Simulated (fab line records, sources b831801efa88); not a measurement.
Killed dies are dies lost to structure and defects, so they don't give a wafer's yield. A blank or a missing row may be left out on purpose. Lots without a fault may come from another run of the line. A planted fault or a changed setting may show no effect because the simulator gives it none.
Chamber matching | flow sky130 | SKY_VIA3_ETCH_15 on rie_diel-01: 4 sister chambers
The step etches SiO2 in C4F8/O2/Ar, stops on TiN, target depth 507 nm, time 78 s. 8 wafers are shown with their chamber, then 8 later ones without.

WAFERS WITH THEIR CHAMBER
wafer  | chamber | oes_product_au (a.u.)
L092.3 | 0       | 0.944
L092.4 | 1       | 0.941
L092.5 | 3       | 0.950
L092.6 | 2       | 0.949
L093.1 | 3       | 0.949
L093.2 | 2       | 0.948
L093.3 | 0       | 0.942
L093.4 | 1       | 0.942

WAFERS WITHOUT THEIR CHAMBER
wafer  | oes_product_au (a.u.)
L093.5 | 0.959
L093.6 | 0.955
L094.1 | 0.943
L094.2 | 0.943
L094.3 | 0.951
L094.4 | 0.944
L094.5 | 0.940
L094.6 | 0.941

WHICH CHAMBER EACH WENT THROUGH
wafer  | from the rows above     | in truth
L093.5 | can't be placed: 3 or 2 | 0
L093.6 | can't be placed: 3 or 2 | 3
L094.1 | can't be placed: 0 or 1 | 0
L094.2 | can't be placed: 0 or 1 | 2
L094.3 | can't be placed: 3 or 2 | 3
L094.4 | can't be placed: 0 or 1 | 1
L094.5 | can't be placed: 1 or 0 | 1
L094.6 | can't be placed: 1 or 0 | 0
Placed correctly: 0 of 8. Can't be placed from these rows: 8 (the true chamber is among the candidates in 6). Placed wrongly: 0.
How it was worked out, from the rows above alone: a wafer's distance from a chamber is the root of the sum, over the readings, of the square of ((its reading less the chamber's mean) divided by the reading's scatter). The wafer belongs to the nearest chamber; if the next one is less than 2 further off, it can't be placed. A chamber's mean is the mean of its shown wafers. The scatter: the root of (the sum of the squares of (reading less its chamber's mean) over the shown wafers, divided by (wafers less chambers)).
